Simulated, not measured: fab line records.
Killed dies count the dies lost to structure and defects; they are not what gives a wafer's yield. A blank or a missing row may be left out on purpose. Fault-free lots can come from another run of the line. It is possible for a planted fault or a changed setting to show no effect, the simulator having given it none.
Shared-tool check	flow gf180mcu	Sample size 13 lots and 39 wafers

== THE REASON FOR OPENING IT ==
At GF_POLY_GATE_THK_MEAS_01 the reading POLY_GATE_CVD_00_THK is flagged on 2 of 13 lots. No-fault wafers: 199.8 nm, standard deviation 2.
Rule: a lot is flagged when every wafer of it that has a number lies more than 4 standard deviations from that mean, or none has a number. All remaining lots are regarded as sound.

lot	measured	on	POLY_GATE_CVD_00_THK (nm), wafer by wafer	flag
L833	day 8 20:58	filmMetro-02	200.5 201.2 201.1	
L834	day 9 03:07	filmMetro-03	199.1 197.7 198.4	
L835	day 9 14:51	filmMetro-02	401.9 401.4 402.6	FLAGGED
L841	day 11 07:46	filmMetro-01	400.3 401.3 402.8	FLAGGED
L845	day 12 08:45	filmMetro-02	201.6 202.1 200.5	
L846	day 12 15:52	filmMetro-01	200.6 196.1 199.2	
L848	day 13 09:47	filmMetro-02	200.0 199.3 200.6	
L849	day 13 14:33	filmMetro-02	201.1 202.9 200.6	
L852	day 14 09:43	filmMetro-01	199.8 198.8 198.9	
L851	day 14 09:43	filmMetro-03	199.7 199.9 201.3	
L853	day 14 15:05	filmMetro-03	199.9 199.4 199.2	
L854	day 14 22:27	filmMetro-03	197.8 199.0 197.3	
L855	day 15 12:57	filmMetro-03	201.5 200.6 201.0	
On average the flagged lots read 401.7 nm, which is +201.9 nm against the usual, or +99 or more standard deviations.

== TOOL THAT RAN EACH LOT ==
The record holds 1 process step before the reading, out of a route of 602 steps. Each cell gives the tool, then ch followed by the chambers the sampled wafers passed through, then the start.
lot	flag	GF_POLY_GATE_CVD_00
L833		lpcvd-02 ch 1, day 8 19:37
L834		lpcvd-02 ch 0, day 9 01:46
L835	FLAGGED	lpcvd-02 ch 0, day 9 09:50 and lpcvd-01 ch 0, day 9 12:50
L841	FLAGGED	lpcvd-02 ch 0, day 11 04:18 and lpcvd-01 ch 0, day 11 06:19
L845		lpcvd-02 ch 1, day 12 07:25
L846		lpcvd-02 ch 1, day 12 14:31
L848		lpcvd-01 ch 0, day 13 08:28
L849		lpcvd-01 ch 1, day 13 13:12
L852		lpcvd-01 ch 1, day 14 08:23
L851		lpcvd-01 ch 1, day 14 08:23
L853		lpcvd-02 ch 1, day 14 13:45
L854		lpcvd-02 ch 0, day 14 21:07
L855		lpcvd-02 ch 0, day 15 11:36
What the steps here do:
- GF_POLY_GATE_CVD_00: deposits poly-Si, target thk 200 nm, time 1200 s.
- GF_POLY_GATE_THK_MEAS_01

== FLAGGED AGAINST TOTAL, ONE TOOL AT A TIME (gauges that did the reading follow at the end) ==
step	tool	lots run	flagged	share of the flagged lots	sound lots run after its first flagged lot
GF_POLY_GATE_CVD_00	lpcvd-01	6	2	all	4 (L848,L849,L851,L852)
GF_POLY_GATE_CVD_00	lpcvd-02	9	2	all	5 (L845,L846,L853,L854,L855)
GF_POLY_GATE_THK_MEAS_01	filmMetro-01	3	1	some	2 (L846,L852)
GF_POLY_GATE_THK_MEAS_01	filmMetro-02	5	1	some	3 (L845,L848,L849)
GF_POLY_GATE_THK_MEAS_01	filmMetro-03	5	0	none	-

== THE TABLE: WHAT IT ALLOWS ==
2 rows of the table ran every flagged lot: lpcvd-01 at GF_POLY_GATE_CVD_00, lpcvd-02 at GF_POLY_GATE_CVD_00.
- lpcvd-01 at GF_POLY_GATE_CVD_00 ran 6 lots, 2 of them flagged. Sound lots followed the first flagged one (L848, L849, L851, L852) on it, something a lasting fault affecting the whole tool could not allow.
- lpcvd-02 at GF_POLY_GATE_CVD_00 ran 9 lots, 2 of them flagged. Sound lots followed the first flagged one (L845, L846, L853, L854, L855) on it, something a lasting fault affecting the whole tool could not allow.
No row of the table ran every flagged lot and no sound lot after the first.

== WHAT HAD BEEN PUT IN BY THE SIMULATOR ==
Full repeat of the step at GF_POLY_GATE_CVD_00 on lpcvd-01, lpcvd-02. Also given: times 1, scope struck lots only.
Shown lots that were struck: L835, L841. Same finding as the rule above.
